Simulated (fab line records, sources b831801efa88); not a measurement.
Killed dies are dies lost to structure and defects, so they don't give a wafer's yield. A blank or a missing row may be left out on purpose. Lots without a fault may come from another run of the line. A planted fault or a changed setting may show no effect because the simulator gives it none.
Problem report in the 8D (eight disciplines) form, filled by code | flow gf180mcu | the parts of the form that need people (team, actions taken, sign-off) are left out

1. THE PROBLEM
V4_CVD_00_THK at GF_V4_THK_MEAS_01 reads a mean of 512 nm on 6 wafers of 2 lots; wafers without a fault read 600 nm with a standard deviation of 5.5. That is -16 standard deviations from the usual mean.
First seen on wafer L406.2, day 28 10:12, on film_metro-01. The record holds 36 wafers of 12 lots with a number at this step. Rule for "out", or "out of limits": more than 4 standard deviations from the usual mean. The other wafers with a number count as sound.

2. WHAT IT IS AND WHAT IT IS NOT
question                    | is                     | is not
which readings at this step | V4_CVD_00_THK          | -
which lots                  | L406, L409             | L393, L395, L398, L399, L400, L401, L402, L412, L413, L415
which wafers of those lots  | all that have a number | -
read on which gauges        | film_metro-01          | film_metro-03, film_metro-04
when                        | from day 28 10:12      | up to then (21 sound wafers); but 9 sound wafers of L412, L413, L415 came after

3. SUSPECTS, AND WHAT RULES EACH OUT
Counting: a tool at a process step up to the reading stays a suspect if it ran every lot that is out and no sound lot after the first of them.
- the gauge at GF_V4_THK_MEAS_01: ruled out. All the wafers that are out were read on film_metro-01, but those of them that GF_V4_CVD_00 has rows for are out there too, on other tools.
- hdpcvd-02 at GF_V4_CVD_00 (deposits SiO2, target thk 600 nm, time 100 s): kept. It ran every lot that is out, first L406 (day 28 10:07), and no sound lot after that; its last sound lot up to then is L402 (day 26 23:55). Its own readings are out on those wafers: sih4_flow_sccm.
Left after counting: hdpcvd-02 at GF_V4_CVD_00.

4. THE CAUSE (what the simulator had put in)
Process parameter drift: hdpcvd-02, from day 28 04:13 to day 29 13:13, at GF_V4_CVD_00. Setting sih4_flow_sccm, moved by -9, from 60. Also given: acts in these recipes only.
Counting left only this tool.

5. THE CHAIN OF EFFECTS, in route order
Each row: a reading whose mean over the struck wafers that have a number lies more than 3 standard deviations from the usual. Only readings for which the record gives a usual standard deviation are gone through. hours: the time from each lot's start at the first step in this table that gives one to its start at this step, as a median over the lots. sigmas: the change in usual standard deviations.
hours | step              | reading        | usual      | on struck wafers | change | sigmas
0     | GF_V4_CVD_00      | sih4_flow_sccm | 59.98 sccm | 51.03            | -8.95  | -50
0     | GF_V4_THK_MEAS_01 | V4_CVD_00_THK  | 600 nm     | 512              | -88    | -16
The process steps in it:
- GF_V4_CVD_00: deposits SiO2, target thk 600 nm, time 100 s.

6. WHAT WOULD HAVE CAUGHT IT SOONER
In this record the first reading out of limits at a measuring or inspecting step was taken at day 28 10:12, 6 hours after the fault began at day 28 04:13.
The tool's own readings at GF_V4_CVD_00 were out on every struck wafer that the step has a row for (sih4_flow_sccm): an alarm limit on them would have fired on the first of those.
Of the lots that are out (2), L409 began GF_V4_CVD_00 on hdpcvd-02 after day 28 10:12. A hold on the tool at that time would have spared it.
